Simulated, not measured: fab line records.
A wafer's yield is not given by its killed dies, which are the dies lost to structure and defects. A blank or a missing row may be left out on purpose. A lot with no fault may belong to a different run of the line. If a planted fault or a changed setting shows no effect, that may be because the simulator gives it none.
Chamber matching	flow gf180mcu	GF_V3_ETCH_16 on rie diel-03: 3 sister chambers
The step etches BARC in N2/H2. 16 wafers are shown with their chamber, then 3 later ones without.

== WAFERS WITH THEIR CHAMBER ==
wafer	chamber	drypump motor current A (A)	h2 flow sccm (sccm)	throttle valve pct (%)
L074.3	1	5.7	200.6	13.226
L074.4	2	6.4	199.9	13.222
L074.5	0	5.8	199.7	13.220
L078.1	0	5.8	199.9	13.218
L078.4	1	5.7	200.6	13.240
L078.5	0	5.8	200.3	13.237
L079.2	1	5.8	200.3	13.213
L079.3	0	5.8	199.9	13.232
L079.5	0	5.8	199.6	13.221
L082.1	1	5.7	200.0	13.216
L082.2	0	5.8	200.2	13.226
L082.6	1	5.8	200.1	13.207
L086.1	1	5.8	200.9	13.212
L086.4	2	6.5	199.3	13.227
L086.5	0	5.8	201.2	13.230
L088.1	1	5.8	199.9	13.235

SIGNATURES (means of the wafers above)
reading	chamber 0	chamber 1	chamber 2	scatter within a chamber
drypump motor current A	5.800	5.757	6.450	0.0413
h2 flow sccm	200.114	200.343	199.600	0.46
throttle valve pct	13.22629	13.22129	13.22450	0.00983
Rule: for a wafer and a chamber, the distance is found by dividing, reading by reading, the gap between the wafer's reading and the chamber's mean by the reading's scatter, squaring, summing and taking the root. If the next closest chamber is less than 2 further off than the closest, the wafer can't be placed; otherwise it belongs to the closest. How the scatter is found: for the shown wafers, subtract from each reading the mean of its chamber, square and add these, divide the total by (wafers less chambers), then take the root.

== WAFERS WITHOUT THEIR CHAMBER ==
wafer	drypump motor current A (A)	h2 flow sccm (sccm)	throttle valve pct (%)
L088.4	5.8	200.9	13.215
L089.4	5.8	200.9	13.218
L093.6	5.8	200.6	13.226

== THE CHAMBER EACH PASSED THROUGH ==
wafer	from the rows above	in truth
L088.4	can't be placed: 1 or 0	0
L089.4	can't be placed: 1 or 0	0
L093.6	can't be placed: 0 or 1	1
0 of 3 placed correctly. Not placeable from these rows: 3 (in 3, the candidates include the true chamber). Placed wrongly: 0.
